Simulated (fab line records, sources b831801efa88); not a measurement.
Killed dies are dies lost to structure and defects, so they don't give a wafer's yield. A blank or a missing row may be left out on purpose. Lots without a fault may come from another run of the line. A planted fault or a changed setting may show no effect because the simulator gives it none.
fab line records | flow sky130
record lots=7 wafers=21 last_day=50
route steps=708 shown VIA1@471 METAL2@483 PAD_OPEN@708
lots that met no fault: from a run of the same line without faults
start_h: hours from the record's first day to the start of the lot's first wafer shown | wait_h: hours since the lot's step before | " the same as in the row above | L1.1+2: a row that stands for several wafers | - no value, or no start given | * or withheld: withheld | < > ~ a bound
route shown NAME@n: a module of which the file shows steps, and the number in the route of the first | usual: mean/standard deviation of fault-free wafers | same: alike in all rows | chamber/n: place in a boat | sites: the reading at each site | _std_site: their standard deviation | _edge_site: outer sites' mean less inner sites' | radius_mm: how far each site lies from the wafer's centre | mask NAME#n: copy n | behind: the tool/chamber that last shaped the wafer | hold: why the lot was held/for how many hours/how that ended | device: the transistor (n, p or np) that didn't switch | end of line: the same wafers' tests at the end of the route | a step without rows: its recipe alone | killed: dies lost to structure and defects at the first sort, not the wafer's yield | map: a wafer's dies, x killed, . not, _ none there
set.NAME: the setting as run; set.NAME@STEP: as run at that earlier step | model.NAME: the simulator's own value behind a step, which no gauge read
lots at some steps of the route; a table a step, a row a wafer
services: from which hour (start_h, from the record's first day; less than 0 if before it) a tool's chamber was out of use, for how many hours, and why
## steps
# step SKY_VIA1_OVL_MEAS_13
# usual VIA1_OVL=2/6.3
# columns lot.wafer tool chamber start_h wait_h VIA1_OVL[nm]
L229.1 overlay-01 - 783.26 0.1 5
L229.2 " - " " 6
L229.4 " - " " 4
L238.1 overlay-01 - 864.26 0.1 -8
L238.4 " - " " 4
L238.5 " - " " -5
L239.1 overlay-02 - 880.31 0.1 2
L239.2 " - " " -3
L239.5 " - " " 6
L241.3 overlay-02 - 896.28 0.1 1
L241.5 " - " " 2
L241.6 " - " " 7
L243.1 overlay-02 - 904.87 0.1 8
L243.2 " - " " 1
L243.3 " - " " 7
L245.1 overlay-02 - 917.72 0.1 4
L245.2 " - " " 6
L245.3 " - " " 3
L251.1 overlay-01 - 954.07 0.1 4
L251.2 " - " " 2
L251.6 " - " " -1
# step SKY_VIA1_ETCH_14
# recipe chemistry=N2/H2 target=BARC ion_energy_ev=200 source_w=500 bias_w=100 pressure_mtorr=30 n2_flow_sccm=100 h2_flow_sccm=200 stop_on=SiO2 time_s=45.9 target_depth_a=600
# usual drypump_motor_current_A=5.5/0.5 n2_flow_sccm=100.0/0.34 oes_product_au=0.854/0.0048 throttle_valve_pct=13.224/0.0088
# columns lot.wafer tool chamber start_h wait_h drypump_motor_current_A n2_flow_sccm oes_product_au rf_hours_counter_h throttle_valve_pct
L229.1 rie_diel-02 2 783.30 0.0 5.2 99.8 0.855 6 13.232
L229.2 " 1 " " 5.8 100.4 0.854 2 13.226
L229.4 " 3 " " 5.1 100.2 0.851 10 13.229
L238.1 rie_diel-01 1 864.30 0.0 5.2 99.7 0.846 8 13.232
L238.4 " 3 " " 5.7 99.7 0.849 17 13.221
L238.5 " 1 " " 5.2 99.9 0.865 - 13.221
L239.1 rie_diel-02 1 880.35 0.0 5.8 99.6 0.847 6 13.219
L239.2 " 2 " " 5.2 100.1 0.858 10 13.226
L239.5 " 1 " " 5.8 99.6 0.854 - 13.223
L241.3 rie_diel-01 3 896.30 0.0 5.8 99.9 0.856 17 13.230
L241.5 " 3 " " 5.8 100.6 0.861 - 13.225
L241.6 " 2 " " 6.1 99.8 0.858 - 13.225
L243.1 rie_diel-03 0 904.90 0.0 5.1 100.5 0.853 14 13.218
L243.2 " 3 " " 5.3 100.0 0.856 12 13.227
L243.3 " 1 " " 5.0 100.0 0.850 24 13.213
L245.1 rie_diel-02 2 917.75 0.0 5.2 99.6 0.859 11 13.230
L245.2 " 0 " " 5.2 100.1 0.855 16 13.227
L245.3 " 1 " " 5.8 100.2 0.861 7 13.231
L251.1 rie_diel-02 1 954.10 0.0 5.8 99.3 0.856 8 13.226
L251.2 " 0 " " 5.2 99.9 0.862 17 13.231
L251.6 " 2 " " 5.2 100.3 0.846 - 13.226
# step SKY_VIA1_ETCH_15
# recipe target=SiO2 chemistry=C4F8/O2/Ar target_depth_nm=351 stop_on=TiN mask_material=KrF-thick source_w=1500 bias_w=1200 pressure_mtorr=40 c4f8_flow_sccm=withheld O2_flow_sccm=6 Ar_flow_sccm=300 time_s=54
# usual oes_product_au=0.983/0.0058
# columns lot.wafer tool chamber start_h wait_h oes_product_au rf_hours_counter_h
L229.1 rie_diel-02 2 783.34 0.0 0.996 6
L229.2 " 1 " " 0.981 2
L229.4 " 3 " " 0.987 10
L238.1 rie_diel-01 1 864.34 0.0 0.984 8
L238.4 " 3 " " 0.982 17
L238.5 " 1 " " 0.989 -
L239.1 rie_diel-02 1 880.39 0.0 0.984 6
L239.2 " 2 " " 0.983 10
L239.5 " 1 " " 0.983 -
L241.3 rie_diel-01 3 896.34 0.0 0.988 17
L241.5 " 3 " " 0.984 -
L241.6 " 2 " " 0.992 -
L243.1 rie_diel-03 0 904.94 0.0 0.989 14
L243.2 " 3 " " 0.984 12
L243.3 " 1 " " 0.977 24
L245.1 rie_diel-02 2 917.79 0.0 0.983 11
L245.2 " 0 " " 0.986 16
L245.3 " 1 " " 0.978 7
L251.1 rie_diel-02 1 954.14 0.0 0.991 8
L251.2 " 0 " " 0.979 17
L251.6 " 2 " " 0.990 -
# step SKY_VIA1_STRIP_16
# recipe chemistry=O2/N2 power_w=1400 pressure_mtorr=1500 platen_temp_c=withheld o2_flow_sccm=3000 n2_flow_sccm=300 overash_fraction=0.5
# step SKY_VIA1_STRIP_17
# recipe chemistry=post_etch_residue_remover time_s=1200 temp_c=72.5
# step SKY_VIA1_CLEAN_18
# recipe chemistry=IPA time_s=180 temp_c=25
# step SKY_VIA1_CLEAN_19
# recipe chemistry=O3/DIW dry=n2_spin
# step SKY_VIA1_SPUTTER_20
# recipe material=TiN target_thk_nm=20 chamber_pressure_pa=5 power_w=4000 time_s=80
# step SKY_VIA1_CVD_21
# recipe material=W target_thk_nm=270 time_s=80.902 temp_c=400 pressure_torr=40
# usual chamber_pressure_Torr=40.00/0.093 heater_power_w=911/90
# columns lot.wafer tool chamber start_h wait_h chamber_pressure_Torr heater_power_w
L229.1 cvd_w-02 0 784.04 0.0 39.96 849
L229.2 " 1 " " 39.97 1068
L229.4 " 0 " " 39.97 858
L238.1 cvd_w-01 0 865.04 0.0 40.13 968
L238.4 " 1 " " 40.10 837
L238.5 " 1 " " 40.10 803
L239.1 cvd_w-02 1 881.26 0.0 40.31 1039
L239.2 " 0 " " 40.05 860
L239.5 " 0 " " 40.02 885
L241.3 cvd_w-02 0 897.13 0.1 39.96 876
L241.5 " 1 " " 40.05 1055
L241.6 " 0 " " 39.97 863
L243.1 cvd_w-01 0 906.37 0.7 40.08 923
L243.2 " 1 " " 40.03 830
L243.3 " 0 " " 40.06 969
L245.1 cvd_w-02 0 918.49 0.0 39.83 802
L245.2 " 1 " " 39.78 1030
L245.3 " 0 " " 39.82 792
L251.1 cvd_w-02 0 954.85 0.0 40.08 817
L251.2 " 1 " " 40.10 1023
L251.6 " 1 " " 40.01 1033
# step SKY_VIA1_RS_MEAS_22
# recipe thk_meas_gauge=four-point-probe reads=W_of_VIA1_CVD_21+TiN_of_VIA1_SPUTTER_20
# usual VIA1_W_RS=0.426/0.0044
# columns lot.wafer tool chamber start_h wait_h VIA1_W_RS[ohm/sq]
L229.1 film_metro-01 - 784.13 0.1 0.428
L229.2 " - " " 0.423
L229.4 " - " " 0.424
L238.1 film_metro-02 - 865.13 0.1 0.424
L238.4 " - " " 0.425
L238.5 " - " " 0.429
L239.1 film_metro-02 - 881.36 0.1 0.430
L239.2 " - " " 0.426
L239.5 " - " " 0.436
L241.3 film_metro-01 - 897.23 0.1 0.429
L241.5 " - " " 0.424
L241.6 " - " " 0.428
L243.1 film_metro-01 - 906.46 0.1 0.425
L243.2 " - " " 0.429
L243.3 " - " " 0.425
L245.1 film_metro-04 - 918.59 0.1 0.425
L245.2 " - " " 0.421
L245.3 " - " " 0.431
L251.1 film_metro-02 - 954.94 0.1 0.427
L251.2 " - " " 0.420
L251.6 " - " " 0.416
# step SKY_VIA1_THK_MEAS_23
# recipe thk_meas_gauge=xrf reads=W_of_VIA1_CVD_21
# usual VIA1_W_THK=264/3.4
# columns lot.wafer tool chamber start_h wait_h VIA1_W_THK[nm]
L229.1 film_metro-01 - 784.25 0.1 264
L229.2 " - " " 268
L229.4 " - " " 265
L238.1 film_metro-02 - 865.25 0.1 264
L238.4 " - " " 265
L238.5 " - " " 264
L239.1 film_metro-02 - 881.48 0.1 261
L239.2 " - " " 262
L239.5 " - " " 258
L241.3 film_metro-01 - 897.33 0.1 264
L241.5 " - " " 268
L241.6 " - " " 264
L243.1 film_metro-01 - 906.58 0.1 267
L243.2 " - " " 263
L243.3 " - " " 268
L245.1 film_metro-04 - 918.71 0.1 264
L245.2 " - " " 267
L245.3 " - " " 258
L251.1 film_metro-02 - 955.06 0.1 263
L251.2 " - " " 269
L251.6 " - " " 272
# step SKY_VIA1_CMP_24
# recipe stop_on=SiO2 t_overpolish_s=15 down_force_psi=3.5 platen_rpm=60 target_thk_nm=0 pad_velocity_m_s=0.94248
# usual motor_current_A=11.2/0.92 overpolish_run_s=15.000/0.0091 time_to_endpoint_s=66/4.1
# columns lot.wafer tool chamber start_h wait_h motor_current_A overpolish_run_s time_to_endpoint_s
L229.1 cmp-01 1 784.31 0.1 12.1 15.012 65
L229.2 " 3 " " 10.0 14.997 66
L229.4 " 0 " " 10.4 15.010 67
L238.4 cmp-01 0 865.31 0.0 10.7 15.003 67
L238.1 " 1 " " 12.5 15.004 68
L238.5 " 1 " " 12.5 14.994 67
L239.2 cmp-01 3 881.54 0.0 10.1 15.001 69
L239.1 " 1 " " 12.5 15.013 69
L239.5 " 3 " " 9.4 15.009 69
L241.3 cmp-01 3 897.52 0.2 9.9 14.994 65
L241.6 " 0 " " 10.9 14.999 70
L241.5 " 1 " " 12.3 15.003 68
L243.1 cmp-02 0 906.64 0.1 11.7 15.002 59
L243.2 " 1 " " 11.3 14.998 66
L243.3 " 3 " " 10.8 14.995 65
L245.1 cmp-01 0 918.82 0.1 10.1 14.991 70
L245.2 " 1 " " 11.6 15.008 70
L245.3 " 2 " " 12.2 15.004 65
L251.2 cmp-02 2 955.12 0.0 10.9 15.007 69
L251.1 " 3 " " 11.9 15.011 64
L251.6 " 3 " " 11.5 14.999 66
# step SKY_METAL2_SPUTTER_00
# recipe material=Ti target_thk_nm=15 power_w=3000 time_s=10 chamber_pressure_pa=0.4
# usual throttle_valve_pct=30.0/0.78
# columns lot.wafer tool chamber start_h wait_h throttle_valve_pct model.Ti_of_METAL2_SPUTTER_00.thk_nm
L229.1 pvd_sputter-04 - 784.61 0.2 29.1 14.92
L229.2 " - " " 30.0 15.14
L229.4 " - " " 29.2 14.91
L238.1 pvd_sputter-04 - 865.61 0.2 29.2 13.91
L238.4 " - " " 30.0 13.86
L238.5 " - " " 29.3 13.78
L239.1 pvd_sputter-04 - 881.84 0.1 30.8 14.11
L239.2 " - " " 29.1 13.97
L239.5 " - " " 31.2 14.15
L241.3 pvd_sputter-04 - 897.67 0.1 29.2 13.67
L241.5 " - " " 29.2 13.91
L241.6 " - " " 30.9 13.93
L243.1 pvd_sputter-01 - 906.94 0.2 28.7 15.12
L243.2 " - " " 28.9 14.91
L243.3 " - " " 29.9 14.93
L245.1 pvd_sputter-01 - 919.07 0.2 28.7 15.16
L245.2 " - " " 29.9 14.96
L245.3 " - " " 29.1 15.06
L251.1 pvd_sputter-02 - 955.42 0.2 30.7 15.33
L251.2 " - " " 31.1 14.87
L251.6 " - " " 31.1 15.05
# step SKY_METAL2_SPUTTER_01
# recipe material=TiN target_thk_nm=20 power_w=6500 time_s=16.7 chamber_pressure_pa=0.4
# usual throttle_valve_pct=30.0/0.78
# columns lot.wafer tool chamber start_h wait_h throttle_valve_pct
L229.1 pvd_sputter-04 - 784.64 0.0 29.0
L229.2 " - " " 30.0
L229.4 " - " " 29.3
L238.1 pvd_sputter-04 - 865.64 0.0 29.3
L238.4 " - " " 30.1
L238.5 " - " " 29.0
L239.1 pvd_sputter-04 - 881.86 0.0 31.2
L239.2 " - " " 29.1
L239.5 " - " " 30.9
L241.3 pvd_sputter-04 - 897.69 0.0 28.8
L241.5 " - " " 29.1
L241.6 " - " " 30.9
L243.1 pvd_sputter-01 - 906.97 0.0 28.7
L243.2 " - " " 28.8
L243.3 " - " " 30.2
L245.1 pvd_sputter-01 - 919.09 0.0 28.9
L245.2 " - " " 30.2
L245.3 " - " " 29.1
L251.1 pvd_sputter-02 - 955.45 0.0 31.0
L251.2 " - " " 31.3
L251.6 " - " " 31.2
# step SKY_PAD_OPEN_PROBE_99
# usual defect_limited_yield=82.7/1.9 killed_at_M0_to_M3=43/6.8 killed_at_M4_up=2.9/1.7 killed_at_contacts=24/5.4 killed_at_front_end=15/4.8 killed_at_other=0.3/0.57 killed_dies=85/9.4 killed_on_rim=16/4 killed_open=47/7.5 killed_short=38/5.7 sort_bin_3_pad_short=0.8/0.37 sort_bin_5_function=10.2/1.5 sort_bin_6_memory=6.2/1.1 sort_n_pass=407/9.4 sort_yield_pct=82.7/1.9
# same gross_dies=492 killed_at_back_side=0 sort_bin_4_leakage[%]=0 sort_bin_8_speed[%]=0
# columns lot.wafer tool chamber start_h wait_h defect_limited_yield[%] killed_at_M0_to_M3 killed_at_M4_up killed_at_contacts killed_at_front_end killed_at_other killed_dies killed_on_rim killed_open killed_short sort_bin_3_pad_short[%] sort_bin_5_function[%] sort_bin_6_memory[%] sort_n_pass sort_yield_pct[%]
L229.1 prober-01 - 1065.29 0.1 81.5 52 3 22 14 0 91 25 45 46 1.0 10.4 7.1 401 81.5
L229.2 prober-01 - 1065.34 0.1 82.3 43 4 33 7 0 87 16 54 33 0.4 11.6 5.7 405 82.3
L229.4 prober-01 - 1065.44 0.2 80.9 50 0 32 11 1 94 21 54 40 1.8 11.2 6.1 398 80.9
L238.1 prober-01 - 1129.12 0.1 84.1 36 3 28 9 2 78 18 40 38 0.4 12.0 3.5 414 84.1
L238.4 prober-01 - 1129.27 0.2 79.7 53 5 27 15 0 100 15 58 42 1.0 12.4 6.9 392 79.7
L238.5 prober-01 - 1129.32 0.2 81.3 42 3 26 21 0 92 21 44 48 1.2 9.3 8.1 400 81.3
L239.1 prober-02 - 1141.59 0.1 84.8 41 3 16 15 0 75 12 44 31 0.8 8.9 5.5 417 84.8
L239.2 prober-02 - 1141.64 0.1 83.5 34 2 29 16 0 81 21 44 37 0.4 7.5 8.5 411 83.5
L239.5 prober-02 - 1141.79 0.2 81.7 42 1 33 14 0 90 11 63 27 0.2 12.0 6.1 402 81.7
L241.3 prober-02 - 1152.09 0.2 82.3 49 4 18 15 1 87 19 47 40 0.4 10.8 6.5 405 82.3
L241.5 prober-02 - 1152.19 0.2 83.1 43 5 20 15 0 83 18 47 36 0.4 10.0 6.5 409 83.1
L241.6 prober-02 - 1152.24 0.2 82.5 46 3 32 5 0 86 16 54 32 0.8 9.8 6.9 406 82.5
L243.1 prober-02 - 1155.23 0.1 82.9 41 3 23 17 0 84 16 48 36 0.8 10.6 5.7 408 82.9
L243.2 prober-02 - 1155.28 0.1 82.5 37 2 34 12 1 86 12 53 33 0.6 10.2 6.7 406 82.5
L243.3 prober-02 - 1155.33 0.2 85.6 37 4 19 11 0 71 15 44 27 0.8 7.3 6.3 421 85.6
L245.1 prober-01 - 1169.18 0.1 82.3 52 4 24 7 0 87 16 48 39 1.2 10.2 6.3 405 82.3
L245.2 prober-01 - 1169.23 0.1 85.8 44 3 18 5 0 70 13 35 35 1.0 8.3 4.9 422 85.8
L245.3 prober-01 - 1169.28 0.2 81.5 40 3 31 17 0 91 15 60 31 0.6 12.8 5.1 401 81.5
L251.1 prober-02 - 1188.28 0.1 83.7 41 3 30 6 0 80 20 47 33 0.6 10.2 5.5 412 83.7
L251.2 prober-02 - 1188.33 0.1 84.3 44 0 19 13 1 77 19 42 35 0.4 8.3 6.9 415 84.3
L251.6 prober-02 - 1188.53 0.2 83.9 38 7 21 13 0 79 14 47 32 1.2 8.7 6.1 413 83.9
# killed by level:class
L229.1 VIA1:geometric_particle:open=11 VIA3:geometric_particle:short=9 CONTACT:geometric_particle:open=7 POLY_GATE:geometric_particle:open=7 VIA1:geometric_particle:short=6 VIA2:geometric_particle:open=6 LI_CONTACT:geometric_particle:open=5 METAL2:geometric_particle:short=5
L229.2 CONTACT:geometric_particle:open=18 VIA1:geometric_particle:open=12 LI_CONTACT:geometric_particle:open=7 METAL1:geometric_particle:short=5 METAL3:geometric_particle:short=5 LI_CONTACT:geometric_particle:short=4 VIA1:geometric_particle:short=4 VIA2:geometric_particle:open=4
L229.4 CONTACT:geometric_particle:open=10 VIA2:geometric_particle:open=10 VIA1:geometric_particle:open=9 VIA3:geometric_particle:short=7 LI_CONTACT:geometric_particle:open=7 LOCAL_INTERCONNECT:geometric_particle:short=6 VIA3:geometric_particle:open=6 LI_CONTACT:geometric_particle:short=5
L238.1 CONTACT:geometric_particle:open=12 METAL2:geometric_particle:short=9 VIA1:geometric_particle:open=7 LI_CONTACT:geometric_particle:open=6 CONTACT:geometric_particle:short=5 FIELD_ISO:geometric_particle:open=4 VIA2:geometric_particle:open=4 VIA3:geometric_particle:short=4
L238.4 VIA1:geometric_particle:open=10 LI_CONTACT:geometric_particle:open=9 VIA3:geometric_particle:open=7 CONTACT:geometric_particle:short=7 METAL2:geometric_particle:short=6 VIA2:geometric_particle:open=6 CONTACT:geometric_particle:open=5 POLY_GATE:geometric_particle:open=4
L238.5 CONTACT:geometric_particle:open=8 CONTACT:geometric_particle:short=8 VIA1:geometric_particle:open=7 METAL2:geometric_particle:short=6 VIA3:geometric_particle:open=6 FIELD_ISO:geometric_particle:short=5 POLY_GATE:geometric_particle:open=5 METAL1:geometric_particle:short=5
L239.1 CONTACT:geometric_particle:open=10 VIA1:geometric_particle:open=9 VIA3:geometric_particle:open=6 VIA3:geometric_particle:short=5 FIELD_ISO:geometric_particle:open=4 METAL1:geometric_particle:short=4 VIA2:geometric_particle:short=4 VIA2:geometric_particle:open=4
L239.2 VIA1:geometric_particle:open=15 CONTACT:geometric_particle:short=9 CONTACT:geometric_particle:open=8 FIELD_ISO:geometric_particle:short=5 POLY_GATE:geometric_particle:short=5 LI_CONTACT:geometric_particle:open=5 LOCAL_INTERCONNECT:geometric_particle:short=5 VIA3:geometric_particle:open=5
L239.5 LI_CONTACT:geometric_particle:open=14 VIA1:geometric_particle:open=11 CONTACT:geometric_particle:open=10 VIA3:geometric_particle:open=10 CONTACT:geometric_particle:short=7 FIELD_ISO:geometric_particle:open=6 VIA2:geometric_particle:open=5 VIA1:geometric_particle:short=4
L241.3 VIA1:geometric_particle:open=11 VIA2:geometric_particle:open=10 VIA3:geometric_particle:open=8 FIELD_ISO:geometric_particle:short=6 POLY_GATE:geometric_particle:short=5 LI_CONTACT:geometric_particle:open=5 CONTACT:geometric_particle:open=5 VIA1:geometric_particle:short=5
L241.5 VIA1:geometric_particle:open=13 METAL2:geometric_particle:short=10 CONTACT:geometric_particle:short=6 LI_CONTACT:geometric_particle:open=6 CONTACT:geometric_particle:open=6 FIELD_ISO:geometric_particle:short=5 VIA3:geometric_particle:open=5 VIA2:geometric_particle:open=5
L241.6 CONTACT:geometric_particle:open=12 VIA3:geometric_particle:open=11 VIA1:geometric_particle:open=10 LI_CONTACT:geometric_particle:open=10 METAL2:geometric_particle:short=8 LOCAL_INTERCONNECT:geometric_particle:short=5 VIA3:geometric_particle:short=5 VIA2:geometric_particle:open=4
L243.1 LI_CONTACT:geometric_particle:open=8 VIA2:geometric_particle:open=8 CONTACT:geometric_particle:open=7 VIA3:geometric_particle:open=7 VIA1:geometric_particle:open=6 FIELD_ISO:geometric_particle:open=5 FIELD_ISO:geometric_particle:short=5 POLY_GATE:geometric_particle:short=4
L243.2 LI_CONTACT:geometric_particle:open=12 VIA1:geometric_particle:open=11 CONTACT:geometric_particle:open=8 CONTACT:geometric_particle:short=8 VIA2:geometric_particle:open=8 VIA3:geometric_particle:open=6 POLY_GATE:geometric_particle:short=3 LOCAL_INTERCONNECT:geometric_particle:short=3
L243.3 VIA3:geometric_particle:open=8 VIA2:geometric_particle:open=8 CONTACT:geometric_particle:open=7 VIA1:geometric_particle:open=7 POLY_GATE:geometric_particle:open=4 LI_CONTACT:geometric_particle:open=4 LOCAL_INTERCONNECT:geometric_particle:short=4 CONTACT:geometric_particle:short=4
L245.1 VIA1:geometric_particle:open=11 CONTACT:geometric_particle:open=11 VIA3:geometric_particle:open=9 VIA2:geometric_particle:open=7 METAL1:geometric_particle:short=5 METAL2:geometric_particle:short=5 VIA1:geometric_particle:short=4 LI_CONTACT:geometric_particle:open=4
L245.2 VIA1:geometric_particle:open=12 CONTACT:geometric_particle:open=8 VIA2:geometric_particle:open=8 VIA1:geometric_particle:short=7 CONTACT:geometric_particle:short=5 VIA3:geometric_particle:short=5 FIELD_ISO:geometric_particle:short=4 VIA3:geometric_particle:open=3
L245.3 CONTACT:geometric_particle:open=14 VIA2:geometric_particle:open=13 LI_CONTACT:geometric_particle:open=9 POLY_GATE:geometric_particle:open=7 LI_CONTACT:geometric_particle:short=5 VIA3:geometric_particle:open=5 POLY_GATE:geometric_particle:short=4 METAL2:geometric_particle:short=4
L251.1 CONTACT:geometric_particle:open=11 LI_CONTACT:geometric_particle:open=10 VIA1:geometric_particle:open=9 VIA3:geometric_particle:short=6 VIA2:geometric_particle:open=6 LOCAL_INTERCONNECT:geometric_particle:short=4 METAL2:geometric_particle:short=4 VIA3:geometric_particle:open=4
L251.2 VIA1:geometric_particle:open=9 LI_CONTACT:geometric_particle:open=7 CONTACT:geometric_particle:open=6 METAL1:geometric_particle:short=6 VIA3:geometric_particle:open=6 METAL2:geometric_particle:short=6 FIELD_ISO:geometric_particle:open=5 VIA2:geometric_particle:short=5
L251.6 CONTACT:geometric_particle:open=10 VIA1:geometric_particle:open=8 VIA2:geometric_particle:open=7 VIA3:geometric_particle:open=6 METAL4:geometric_particle:short=6 LI_CONTACT:geometric_particle:open=5 METAL1:geometric_particle:short=4 VIA1:geometric_particle:short=4
## services
# columns tool chamber start_h hours kind
rie_diel-01 2 766.79 5.1 repair
rie_diel-01 3 792.22 2.7 repair
rie_diel-02 1 795.12 15.3 repair
rie_diel-02 0 799.21 5.2 repair
cmp-01 - 805.26 6.8 pm
cvd_w-02 - 812.82 6.9 pm
cvd_w-02 1 821.63 14.7 repair
cmp-01 - 828.17 2.6 repair
rie_diel-01 3 843.52 3.4 repair
rie_diel-01 2 848.91 13.4 repair
rie_diel-01 3 862.35 1.3 repair
rie_diel-01 - 869.02 0.5 repair
pvd_sputter-04 - 869.55 6.5 repair
cvd_w-02 - 870.99 1.2 repair
pvd_sputter-01 - 876.32 5.7 repair
cvd_w-02 - 904.00 14.0 pm
rie_diel-01 0 911.22 1.8 repair
rie_diel-01 2 912.79 14.4 repair
rie_diel-02 3 916.88 13.5 repair
rie_diel-01 2 928.11 13.7 repair
rie_diel-01 3 929.83 2.7 repair
pvd_sputter-04 - 931.35 1.4 repair
cmp-01 - 933.05 8.1 pm
rie_diel-02 3 954.74 7.6 repair
## key
first_sign none at tools or gauges
model_effect step=SKY_METAL2_SPUTTER_00 value=Ti_of_METAL2_SPUTTER_00.thk_nm without=14.68 struck=13.92
met_at SKY_METAL2_SPUTTER_00
struck_wafers L238.1,L238.4,L238.5,L239.1,L239.2,L239.5,L241.3,L241.5,L241.6
onset_between 784.61 865.61
fault kind=process_parameter_drift tool=pvd_sputter-04 chamber=- onset_h=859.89 steps=SKY_METAL2_SPUTTER_00 channel=time_s offset=* shape=step end_h=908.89 acts_in=* stated=*
